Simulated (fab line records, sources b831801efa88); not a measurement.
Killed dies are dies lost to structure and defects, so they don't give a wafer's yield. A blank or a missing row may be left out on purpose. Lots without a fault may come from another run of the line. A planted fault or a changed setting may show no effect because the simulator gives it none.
Problem report in the 8D (eight disciplines) form, filled by code | flow gf180mcu | the parts of the form that need people (team, actions taken, sign-off) are left out

1. THE PROBLEM
time_to_endpoint_s at GF_V3_CMP_26 reads a mean of 43 s on 4 wafers of 3 lots; wafers without a fault read 82 s with a standard deviation of 3.7. That is -11 standard deviations from the usual mean.
The step: polishes, stops on SiO2, t overpolish 15 s, target thk 0 nm.
First seen on wafer L257.4, day 25 10:58, on cmp-01. The record holds 42 wafers of 14 lots with a number at this step. Rule for "out", or "out of limits": more than 4 standard deviations from the usual mean. The other wafers with a number count as sound.

2. WHAT IT IS AND WHAT IT IS NOT
question                    | is                             | is not
which readings at this step | time_to_endpoint_s             | motor_current_A, overpolish_run_s
which lots                  | L257, L258, L260               | L248, L249, L251, L252, L253, L255, L266, L267, L268, L269, L271
which wafers of those lots  | L257.4, L258.3, L260.3, L260.4 | L257.2, L257.6, L258.2, L258.5, L260.2
read on which tools         | cmp-01                         | cmp-02
when                        | from day 25 10:58              | up to then (20 sound wafers); but 18 sound wafers of L258, L260, L266, L267, L268, L269, L271 came after

3. SUSPECTS, AND WHAT RULES EACH OUT
Counting: a tool at a process step up to the reading stays a suspect if it ran every lot that is out. Sound lots after the first of them don't rule it out here, since some wafers of a struck lot are sound.
- cmp-01 at GF_V3_CMP_26 (polishes, stops on SiO2, t overpolish 15 s, target thk 0 nm): kept. It ran every lot that is out, first L257 (day 25 10:58); its last sound lot up to then is L255 (day 24 20:07). Its own readings are out on those wafers: time_to_endpoint_s.
Left after counting: cmp-01 at GF_V3_CMP_26.

4. THE CAUSE (what the simulator had put in)
Process parameter drift: cmp-01, from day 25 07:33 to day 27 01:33, at GF_V3_CMP_26. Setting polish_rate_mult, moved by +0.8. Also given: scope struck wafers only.
Counting left only this tool.

5. THE CHAIN OF EFFECTS, in route order
Each row: a reading whose mean over the struck wafers that have a number lies more than 3 standard deviations from the usual. Only readings for which the record gives a usual standard deviation are gone through. hours: the time from each lot's start at the first step in this table that gives one to its start at this step, as a median over the lots. sigmas: the change in usual standard deviations.
hours | step         | reading            | usual | on struck wafers | change | sigmas
0     | GF_V3_CMP_26 | time_to_endpoint_s | 82 s  | 43               | -39    | -11
The process steps in it:
- GF_V3_CMP_26: polishes, stops on SiO2, t overpolish 15 s, target thk 0 nm.
Later measuring or inspecting steps at which every struck wafer that the step has a row for has a number for every such reading, and none has moved that far: GF_V4_RS_MEAS_24, GF_V4_THK_MEAS_25.

6. WHAT WOULD HAVE CAUGHT IT SOONER
In this record the first reading out of limits was taken at day 25 10:58, 3 hours after the fault began at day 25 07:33.
